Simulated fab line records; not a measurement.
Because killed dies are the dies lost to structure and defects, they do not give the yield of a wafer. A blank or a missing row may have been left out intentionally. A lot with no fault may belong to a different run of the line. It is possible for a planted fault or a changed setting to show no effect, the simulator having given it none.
Struck lot and sound lot, side by side / flow sky130 / 22 steps out of a route of 708
Sound: wafers L138.1, L138.3, L138.5. Struck: wafer L128.2. (L128.3 of the same lot was not struck and is left out.) The cause comes at the end.
Per side, at each step with rows, come the tool, then ch with its chambers, and then its first start. Under that, the readings that differ: sound wafers / struck wafers / difference of the means / sigmas: that difference in standard deviations of wafers without a fault.
alike: same words and numbers on both sides, and readings whose means sit less than 2 such deviations apart. not compared: any withheld reading, any reading some wafer has no value for, any bound like >300 that may hide the same value, and any number with overlapping values for which the record gives no deviation.
A row with sigmas, a row that says differs or no value, or rows on one side alone: a step with any of these is where the two part. Non-overlapping numbers with no deviation appear without sigmas and do not part them. A reading that every wafer of one side lacks parts them only if that side has two wafers or more.

SKY_METAL1_SPUTTER_00: material Ti, target thk 15 nm, time 10 s.
  struck on pvd_sputter-01, day 35 12:13; sound on pvd_sputter-03, day 38 01:35
  alike: chamber_pressure_pa, throttle_valve_pct
SKY_METAL1_SPUTTER_01: material TiN, target thk 20 nm, time 16.7 s.
  struck on pvd_sputter-01, day 35 12:14; sound on pvd_sputter-03, day 38 01:36
  alike: chamber_pressure_pa, throttle_valve_pct
SKY_METAL1_SPUTTER_02: material AlCu, target thk 250 nm, time 13.3 s.
  struck on pvd_sputter-01, day 35 12:16; sound on pvd_sputter-03, day 38 01:38
  alike: chamber_pressure_pa, throttle_valve_pct
SKY_METAL1_SPUTTER_03: material Ti, target thk 5 nm, time 3.3 s.
  struck on pvd_sputter-01, day 35 12:17; sound on pvd_sputter-03, day 38 01:39
reading=chamber_pressure_pa (Pa); sound=0.4001 0.4013 0.4002; struck=0.3978; difference=-0.0027; sigmas=-3
  alike: throttle_valve_pct
then, 1 step without rows for these wafers: SKY_METAL1_SPUTTER_04 (material TiN, target thk 70 nm, time 58.3 s).
SKY_METAL1_RS_MEAS_05: measures by four-point-probe.
  struck on film_metro-04, day 35 12:23; sound on film_metro-03, day 38 01:43
  alike: METAL1_ALCU_RS
SKY_METAL1_THK_MEAS_06: measures by xrf.
  struck on film_metro-04, day 35 12:29; sound on film_metro-03, day 38 01:50
  alike: METAL1_ALCU_THK
then, 5 steps without rows for these wafers: SKY_METAL1_DEHYDRATE_07 (time 60 s); SKY_METAL1_HMDS_08 (prime time 60 s); SKY_METAL1_COAT_09 (resist thk 60 nm); SKY_METAL1_COAT_10 (resist thk 450 nm); SKY_METAL1_SOFTBAKE_11 (time 90 s).
SKY_METAL1_EXPOSE_12: exposes mask MM1, target cd 140 nm.
  sound on krf_scanner-02 ch 0, day 38 14:14; struck on krf_scanner-01 ch 0, day 36 01:01
  alike: mask
then, 2 steps without rows for these wafers: SKY_METAL1_PEB_13; SKY_METAL1_DEVELOP_14 (develop time 60 s).
SKY_METAL1_CD_MEAS_15 targets a cd of 140 nm.
  struck on cd_sem-02, day 36 14:13; sound on cd_sem-01, day 39 02:40
reading=cd_nm (nm); sound=141.1 142.0 139.4; struck=85.4; difference=-55.4; sigmas=-33
  not compared: hold
SKY_METAL1_OVL_MEAS_16:
  struck on overlay-01, day 36 21:49; sound on overlay-02, day 39 02:47
reading=hold; sound=- - -; struck=await_dispo/7.5h/release; difference=no value on the sound wafers; sigmas=
  alike: METAL1_OVL
SKY_METAL1_DESCUM_17: chemistry O2, time 8 s.
  sound on rie_metal-02 ch 0, day 39 02:49; struck on rie_metal-01 ch 1, day 36 21:51
reading=drypump_motor_current_A (A); sound=6.8 6.8 6.8; struck=5.0; difference=-1.8; sigmas=-2
reading=model.METAL1.cd_nm (nm); sound=141.6 142.4 139.2; struck=84.82; difference=-56.25; sigmas=
  alike: oes_product_au
  not compared: rf_hours_counter_h
SKY_METAL1_ETCH_18: etches BARC in N2/H2, stops on SiO2, time 45.9 s, target depth 60 nm.
  sound on rie_metal-02 ch 0, day 39 02:51; struck on rie_metal-01 ch 1, day 36 21:53
reading=drypump_motor_current_A (A); sound=6.8 6.8 6.8; struck=5.0; difference=-1.8; sigmas=-2
  alike: oes_product_au, throttle_valve_pct
  not compared: rf_hours_counter_h
SKY_METAL1_METAL_ETCH_19: etches the open film in Cl2/BCl3, stops on SiO2, target depth 360 nm, time 78 s.
  sound on rie_metal-02 ch 0, day 39 02:55; struck on rie_metal-01 ch 1, day 36 21:57
reading=drypump_motor_current_A (A); sound=6.8 6.8 6.8; struck=5.1; difference=-1.7; sigmas=-2
reading=model.METAL1.cd_nm (nm); sound=140.1 140.3 138.4; struck=84.77; difference=-54.83; sigmas=
  alike: oes_product_au, throttle_valve_pct
  not compared: rf_hours_counter_h
then, 1 step without rows for these wafers: SKY_METAL1_STRIP_20 (strips in O2/N2).
-- the record jumps here: 12 days lie between the struck wafers' starts before and after (it left off in module METAL1 and takes up again in module PAD_OPEN, whose first step shown is number 708 of the route) --
SKY_PAD_OPEN_PROBE_99:
  struck on prober-01, day 48 17:35; sound on prober-02, day 50 11:08
reading=defect_limited_yield (%); sound=82.1 80.7 83.7; struck=0; difference=-82; sigmas=-41
reading=killed_at_M0_to_M3; sound=42 44 38; struck=452; difference=+411; sigmas=+56
reading=killed_dies; sound=88 95 80; struck=492; difference=+404; sigmas=+40
reading=killed_on_rim; sound=12 18 11; struck=96; difference=+82; sigmas=+21
reading=sort_bin_5_function (%); sound=10.4 10.0 10.8; struck=92.5; difference=+82.1; sigmas=+55
reading=sort_n_pass; sound=404 397 412; struck=0; difference=-404; sigmas=-40
reading=sort_yield_pct (%); sound=82.1 80.7 83.7; struck=0; difference=-82; sigmas=-41
  alike: killed_at_M4_up, killed_at_contacts, killed_at_front_end, killed_at_other, killed_open, killed_short, sort_bin_3_pad_short, sort_bin_6_memory
  not compared: hold

WHERE THEY PART
Last at SKY_PAD_OPEN_PROBE_99 as far as this record goes, first at SKY_METAL1_SPUTTER_03.

WHY: what the simulator had put in
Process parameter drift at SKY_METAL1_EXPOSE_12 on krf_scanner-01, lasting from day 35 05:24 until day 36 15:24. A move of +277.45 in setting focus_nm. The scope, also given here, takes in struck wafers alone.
